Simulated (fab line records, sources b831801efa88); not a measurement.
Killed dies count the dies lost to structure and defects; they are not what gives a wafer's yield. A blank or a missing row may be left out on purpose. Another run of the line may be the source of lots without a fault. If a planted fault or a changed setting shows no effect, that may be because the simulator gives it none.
The same fault as seen by 2 desks -- flow gf180mcu -- each desk has only its own numbers; what lay behind them comes last

## THE TOOL OWNER'S DESK: cmp-02
The tool's own readings at GF_V5_CMP_26 (polishes, stops on SiO2, t overpolish 15 s, target thk 0 nm): means of the sampled wafers that have a number, for each lot that ran on this tool. Any lot whose mean is over 4 standard deviations away from the usual mean is out of limits and marked OUT; that distance is given in the brackets.
Columns: A = motor current A at GF_V5_CMP_26, usual 11.9 A; B = overpolish run s at GF_V5_CMP_26, usual 15.000 s; C = time to endpoint s at GF_V5_CMP_26, usual 86.0 s
lot,first seen here,A,B,C
L763,day 28 15:26,11.5,15.007,83.5
L765,day 29 05:19,12.2,14.996,85.6
L766,day 29 10:52,12.4,15.540 (+61) OUT,85.1
L777,day 32 10:12,11.9,14.997,86.4
L779,day 32 20:08,12.7,15.002,87.7
L780,day 33 05:27,12.2,15.004,79.1
L781,day 33 09:05,12.2,14.995,83.9
Finding of this desk: L766 out of limits; the first was L766 at day 29 10:52, on overpolish run s at GF_V5_CMP_26. In limits: L763, L765, L777, L779, L780, L781.

## FROM THE METROLOGY DESK
What the gauges read, lot by lot, whatever tool the lot ran on: means of the sampled wafers that have a number. Any lot whose mean is over 4 standard deviations away from the usual mean is out of limits and marked OUT; that distance is given in the brackets.
Columns: A = V5_CVD_00_THK at GF_V5_THK_MEAS_01, usual 298.4 nm; B = cd nm at GF_V5_CD_MEAS_14, usual 260.4 nm
lot,first seen here,A,B
L761,day 26 16:31,298.7,260.2
L763,day 27 18:01,295.4,259.6
L764,day 28 05:31,296.7,262.3
L765,day 28 07:41,300.3,261.0
L766,day 28 14:00,295.0,259.5
L775,day 31 05:06,301.1,261.1
L776,day 31 10:10,300.8,260.1
L777,day 31 15:28,301.0,261.8
L778,day 31 21:18,297.0,262.8
L779,day 32 01:53,301.3,260.3
L780,day 32 11:28,296.2,261.6
L781,day 32 15:01,297.4,259.7
L782,day 32 20:05,295.2,260.1
Result from this desk: across the 13 lots, nothing is out of limits.

## ALL TOGETHER
The tool owner's desk had the chance to raise an alarm at day 29 10:52 on L766.
Nothing out of limits was seen by the metrology desk.
The metrology desk holds a record of L766, inside its limits.
The lots listed all ran GF_V5_CMP_26 on cmp-02.

## WHAT HAD BEEN PUT IN BY THE SIMULATOR
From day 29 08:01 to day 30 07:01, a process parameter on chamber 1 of cmp-02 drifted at GF_V5_CMP_26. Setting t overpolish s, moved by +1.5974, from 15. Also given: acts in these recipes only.
Lots struck among those shown: L766.
Delay in hours, fault start to first out-of-limits reading, by desk: the tool owner's desk at 3.
